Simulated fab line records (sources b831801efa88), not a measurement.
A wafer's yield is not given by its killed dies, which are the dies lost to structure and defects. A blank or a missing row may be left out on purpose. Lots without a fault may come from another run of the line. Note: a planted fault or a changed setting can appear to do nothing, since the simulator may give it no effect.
A single fault, viewed from 2 desks | flow gf180mcu | what lay behind the numbers comes last; until then each desk has only its own

== AT THE METROLOGY DESK ==
Lot by lot, what the gauges showed, no matter which tool ran the lot: averages of those sampled wafers that carry a number. The brackets show how far a lot's mean lies from the usual mean; more than 4 standard deviations puts the lot out of limits, marked OUT.
Columns: A = M3_ALCU_RS at GF_M3_RS_MEAS_05, usual 0.0700 ohm/sq; B = M3_ALCU_THK at GF_M3_THK_MEAS_06, usual 439 nm; C = cd_nm at GF_M3_CD_MEAS_14, usual 279.6 nm; D = M3_OVL at GF_M3_OVL_MEAS_15, usual 3 nm
lot  | first seen here | A      | B   | C     | D
L646 | day 21 19:53    | 0.0691 | 444 | 282.8 | -3
L653 | day 24 07:36    | 0.0720 | 429 | 279.6 | 10
L654 | day 24 16:02    | 0.0697 | 439 | 278.9 | 2
L657 | day 25 17:49    | 0.0716 | 428 | 279.5 | 5
L658 | day 25 23:14    | 0.0701 | 438 | 280.9 | 1
L661 | day 26 22:55    | 0.0696 | 439 | 280.3 | 2
This desk's verdict: no lot among the 6 shows anything out of limits.

== THE TOOL OWNER'S DESK: plasma_asher-04 ==
The tool's own readings at GF_M3_STRIP_17 (strips in O2/N2): means of the sampled wafers that have a number, for each lot that ran on this tool. The brackets show how far a lot's mean lies from the usual mean; more than 4 standard deviations puts the lot out of limits, marked OUT.
Columns: A = chamber_pressure_mTorr at GF_M3_STRIP_17, usual 1500.1 mTorr; B = drypump_motor_current_A at GF_M3_STRIP_17, usual 5.9 A; C = heater_power_w at GF_M3_STRIP_17, usual 353 W; D = oes_product_au at GF_M3_STRIP_17, usual 0.537 a.u.; E = strip_time_to_endpoint_s at GF_M3_STRIP_17, usual 7.39 s
lot  | first seen here | A      | B   | C   | D     | E
L646 | day 22 19:23    | 1500.1 | 6.0 | 362 | 0.538 | 7.39
This desk's finding: nothing out of limits on the one lot.

== TAKEN TOGETHER ==
From the metrology desk's view, nothing was out of limits.
The desk of the tool owner found nothing out of limits.

== WHAT THE SIMULATOR PUT IN ==
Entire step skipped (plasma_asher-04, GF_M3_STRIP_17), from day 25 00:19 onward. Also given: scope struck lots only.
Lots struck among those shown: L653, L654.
